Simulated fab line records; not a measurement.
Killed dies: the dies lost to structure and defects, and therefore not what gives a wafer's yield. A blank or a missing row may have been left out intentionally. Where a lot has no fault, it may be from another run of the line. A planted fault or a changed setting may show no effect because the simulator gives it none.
Comparing a struck lot with a sound one / flow sky130 / 44 steps out of a route of 708
Sound: the wafers L138.1, L138.3, L138.5. Struck: wafer L155.1. (L155.3 of the same lot was not struck and is left out.) The cause comes at the end.
Per side, at each step with rows, come the tool, then ch with its chambers, and then its first start. Under that, the readings that differ: sound wafers / struck wafers / difference of the means / sigmas: that difference in standard deviations of wafers without a fault.
alike: words and numbers the same on both sides, and readings whose means are apart by under 2 such deviations; not compared: readings that were withheld, readings missing a value for some wafer, numbers with overlapping values and no deviation given by the record, and bounds like >300 which may hide the same value.
The two part at a step that has a row with sigmas, a row that says differs or no value, or rows on one side only. Numbers that don't overlap but have no deviation are shown without sigmas and don't part them. A reading that every wafer of one side lacks parts them only if that side has two wafers or more.

SKY_LOCAL_INTERCONNECT_CD_MEAS_11: target cd 170 nm.
  sound: cd_sem-02 at day 30 07:00; struck: cd_sem-01 at day 36 11:50
  alike: cd_nm
SKY_LOCAL_INTERCONNECT_OVL_MEAS_12:
  sound: overlay-02 at day 30 07:07; struck: overlay-02 at day 36 11:58
  alike: LOCAL_INTERCONNECT_OVL
SKY_LOCAL_INTERCONNECT_ETCH_13: etches BARC in N2/H2, stops on SiO2, time 45.9 s, target depth 60 nm.
  sound on rie_metal-01 ch 0,1, day 30 07:09; struck on rie_metal-03 ch 0, day 36 12:00
  alike: drypump_motor_current_A, h2_flow_sccm, he_backside_leak_sccm, n2_flow_sccm, oes_product_au, rf_fwd_power_W, throttle_valve_pct
  not compared: rf_hours_counter_h
then, 1 step without rows for these wafers: SKY_LOCAL_INTERCONNECT_METAL_ETCH_14 (etches TiN in Cl2/BCl3, stops on PSG, target depth 110 nm, time 31.4 s).
SKY_LOCAL_INTERCONNECT_STRIP_15: strips in O2/N2.
  sound on plasma_asher-03 ch 0,1, day 30 07:16; struck on plasma_asher-02 ch 1, day 36 12:13
  alike: drypump_motor_current_A, n2_flow_sccm, oes_product_au, strip_time_to_endpoint_s
  not compared: rf_hours_counter_h
then, 4 steps without rows for these wafers: SKY_LOCAL_INTERCONNECT_STRIP_16 (strips in post etch residue remover, time 1200 s); SKY_LOCAL_INTERCONNECT_CLEAN_17 (cleans in IPA, time 180 s); SKY_LOCAL_INTERCONNECT_CLEAN_18 (cleans in O3/DIW); SKY_CONTACT_CVD_00 (deposits Si3N4, target thk 75 nm).
SKY_CONTACT_THK_MEAS_01:
  sound: film_metro-03 at day 30 07:53; struck: film_metro-01 at day 36 13:17
  alike: CONTACT_CVD_00_THK
then, 1 step without rows for these wafers: SKY_CONTACT_HDPCVD_02 (deposits SiO2, target thk 565 nm, time 94.2 s).
SKY_CONTACT_THK_MEAS_03:
  sound: film_metro-01 at day 30 08:01; struck: film_metro-03 at day 36 13:25
  alike: CONTACT_HDPCVD_THK
SKY_CONTACT_CMP_04: polishes SiO2.
  sound on cmp-01 ch 0,1,3, day 30 08:11; struck on cmp-01 ch 3, day 36 13:28
reading=time_to_endpoint_s (s); sound=80 83 82; struck=68; difference=-14; sigmas=-3
reading=model.SiO2_of_CONTACT_HDPCVD_02.thk_nm (nm); sound=339.3 341.2 339.2; struck=374.8; difference=+34.9; sigmas=
  alike: motor_current_A
SKY_CONTACT_BOW_MEAS_05:
  sound: film_metro-03 at day 30 08:23; struck: film_metro-03 at day 36 13:46
  alike: CONTACT_BOW
then, 8 steps without rows for these wafers: SKY_CONTACT_DEHYDRATE_06 (time 60 s); SKY_CONTACT_HMDS_07 (prime time 60 s); SKY_CONTACT_COAT_08 (resist thk 60 nm); SKY_CONTACT_COAT_09 (resist thk 450 nm); SKY_CONTACT_SOFTBAKE_10 (time 90 s); SKY_CONTACT_EXPOSE_11 (exposes mask CTM1, target cd 170 nm); SKY_CONTACT_PEB_12; SKY_CONTACT_DEVELOP_13 (develop time 60 s).
SKY_CONTACT_CD_MEAS_14: target cd 170 nm.
  sound: cd_sem-02 at day 31 11:30; struck: cd_sem-02 at day 37 15:30
  alike: cd_nm
SKY_CONTACT_OVL_MEAS_15:
  sound: overlay-01 at day 31 11:37; struck: overlay-02 at day 37 15:37
  alike: CONTACT_OVL
then, 1 step without rows for these wafers: SKY_CONTACT_ETCH_16 (etches BARC in N2/H2, stops on SiO2, time 45.9 s, target depth 60 nm).
SKY_CONTACT_ETCH_17: etches SiO2 in C4F8/O2/Ar, stops on Si3N4, target depth 340 nm.
  sound on rie_diel-03 ch 0,2,3, day 31 11:41; struck on rie_diel-04 ch 0, day 37 15:42
reading=oes_product_au (a.u.); sound=0.891 0.886 0.882; struck=0.950; difference=+0.064; sigmas=+14
reading=model.CONTACT.feature_depth_nm (nm); sound=339.3 341.2 339.2; struck=374.8; difference=+34.9; sigmas=
reading=model.etch.depth_nm (nm); sound=339.3 341.2 339.2; struck=374.8; difference=+34.9; sigmas=
  alike: rf_fwd_power_W
then, 1 step without rows for these wafers: SKY_CONTACT_ETCH_18 (etches Si3N4 in CHF3/O2, stops on TiN, time 39 s, target depth 75 nm).
SKY_CONTACT_STRIP_19: strips in O2/N2.
  sound on plasma_asher-02 ch 0,1, day 31 11:47; struck on plasma_asher-01 ch 1, day 37 15:47
reading=oes_product_au (a.u.); sound=0.387 0.386 0.380; struck=0.374; difference=-0.010; sigmas=-2
  alike: drypump_motor_current_A, n2_flow_sccm, strip_time_to_endpoint_s
  not compared: rf_hours_counter_h
then, 3 steps without rows for these wafers: SKY_CONTACT_STRIP_20 (strips in post etch residue remover, time 1200 s); SKY_CONTACT_CLEAN_21 (cleans in IPA, time 180 s); SKY_CONTACT_CLEAN_22 (cleans in O3/DIW).
SKY_CONTACT_SPUTTER_23: material TiN, target thk 20 nm, time 80 s.
  sound: pvd_sputter-04 at day 31 12:23; struck: pvd_sputter-03 at day 37 16:23
  alike: throttle_valve_pct
then, 1 step without rows for these wafers: SKY_CONTACT_CVD_24 (deposits W, target thk 340 nm, time 102.12 s).
SKY_CONTACT_RS_MEAS_25: the measuring method here is four-point-probe.
  sound: film_metro-02 at day 31 12:33; struck: film_metro-01 at day 37 16:33
  alike: CONTACT_W_RS
SKY_CONTACT_THK_MEAS_26: measures by xrf.
  sound: film_metro-02 at day 31 12:40; struck: film_metro-01 at day 37 16:40
  alike: CONTACT_W_THK
then, 3 steps without rows for these wafers: SKY_CONTACT_CMP_27 (polishes, stops on SiO2, t overpolish 15 s, target thk 0 nm); SKY_METAL1_SPUTTER_00 (material Ti, target thk 15 nm, time 10 s); SKY_METAL1_SPUTTER_01 (material TiN, target thk 20 nm, time 16.7 s).
SKY_METAL1_SPUTTER_02: material AlCu, target thk 250 nm, time 13.3 s.
  sound: pvd_sputter-03 at day 31 13:05; struck: pvd_sputter-01 at day 37 17:05
  alike: throttle_valve_pct
then, 2 steps without rows for these wafers: SKY_METAL1_SPUTTER_03 (material Ti, target thk 5 nm, time 3.3 s); SKY_METAL1_SPUTTER_04 (material TiN, target thk 70 nm, time 58.3 s).
SKY_METAL1_RS_MEAS_05: the measuring method here is four-point-probe.
  sound: film_metro-03 at day 31 13:10; struck: film_metro-04 at day 37 17:10
  alike: METAL1_ALCU_RS
SKY_METAL1_METAL_ETCH_19: etches the open film in Cl2/BCl3, stops on SiO2, target depth 360 nm, time 78 s.
  sound on rie_metal-04 ch 1, day 32 16:17; struck on rie_metal-04 ch 1, day 38 18:45
reading=model.SiO2_of_CONTACT_HDPCVD_02.thk_nm (nm); sound=325.1 327 325.2; struck=360.5; difference=+34.7; sigmas=
  alike: bcl3_flow_sccm, drypump_motor_current_A, he_backside_leak_sccm, oes_product_au, rf_fwd_power_W, throttle_valve_pct
  not compared: rf_hours_counter_h
-- the record jumps here: 11 days lie between the struck wafers' starts before and after (it left off in module METAL1 and takes up again in module PAD_OPEN, whose first step shown is number 708 of the route) --
SKY_PAD_OPEN_PROBE_99:
  sound: prober-01 at day 45 16:37; struck: prober-01 at day 50 03:55
reading=killed_at_M4_up; sound=2 2 0; struck=6; difference=+5; sigmas=+3
  alike: killed_at_M0_to_M3, killed_at_contacts, killed_at_front_end, killed_at_other, killed_dies, killed_open, killed_short

== WHERE THEY PART ==
Earliest at SKY_CONTACT_CMP_04; latest, in this record, at SKY_PAD_OPEN_PROBE_99.

WHY: whatever the simulator had introduced
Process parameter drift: cmp-01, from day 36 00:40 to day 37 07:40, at SKY_CONTACT_CMP_04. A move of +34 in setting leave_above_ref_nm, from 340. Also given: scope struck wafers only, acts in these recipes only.
